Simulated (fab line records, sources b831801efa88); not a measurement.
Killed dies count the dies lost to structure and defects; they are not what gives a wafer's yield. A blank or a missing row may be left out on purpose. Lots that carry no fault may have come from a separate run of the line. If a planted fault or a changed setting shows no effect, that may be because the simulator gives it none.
2 desks, one fault -- flow sky130 -- each desk holds nothing but its own numbers, with what lay behind them at the end

THE METROLOGY DESK
What the gauges read for every lot (on any tool): the sampled wafers with a number, averaged. Marked OUT: a lot whose mean sits more than 4 standard deviations from the usual mean, which makes it out of limits; the brackets give that distance.
Columns: A = VIA3_W_THK at SKY_VIA3_THK_MEAS_23, usual 368 nm; B = CAP2M_OVL at SKY_CAP2M_OVL_MEAS_12, usual -0.9 nm
lot,first seen here,A,B
L489,day 39 16:19,363,1.2
L493,day 41 07:31,362,-1.0
L494,day 41 09:43,369,-0.1
L495,day 41 17:00,362,-0.4
L496,day 42 00:08,374,-2.4
L499,day 42 20:41,373,-1.5
L498,day 42 21:07,355,-3.1
L501,day 43 16:14,378,-0.2
L502,day 43 23:05,363,1.3
L503,day 44 09:58,378,-2.4
L506,day 44 13:47,369,0.2
L512,day 46 00:57,358,-1.1
This desk found nothing out of limits on any of the 12 lots.

AT THE TOOL OWNER'S DESK: rie-diel-03
The tool's own readings at SKY_VIA3_ETCH_15 (etches SiO2 in C4F8/O2/Ar, stops on TiN, target depth 507 nm, time 78 s): means of the sampled wafers that have a number, for each lot that ran on this tool. Marked OUT: a lot whose mean sits more than 4 standard deviations from the usual mean, which makes it out of limits; the brackets give that distance.
Columns: A = oes-product-au at SKY_VIA3_ETCH_15, usual 0.946 a.u.
lot,first seen here,A
L489,day 39 15:20,0.943
L493,day 41 06:32,0.941
L494,day 41 08:43,0.945
L495,day 41 16:01,0.945
L496,day 41 23:10,0.940
L503,day 44 08:58,0.946
L512,day 45 23:59,0.950
This desk found nothing out of limits on any of the 7 lots.

TAKEN TOGETHER
Metrology desk: nothing out of limits seen.
Nothing out of limits was seen by the tool owner's desk.

WHAT THE SIMULATOR HAD PUT IN
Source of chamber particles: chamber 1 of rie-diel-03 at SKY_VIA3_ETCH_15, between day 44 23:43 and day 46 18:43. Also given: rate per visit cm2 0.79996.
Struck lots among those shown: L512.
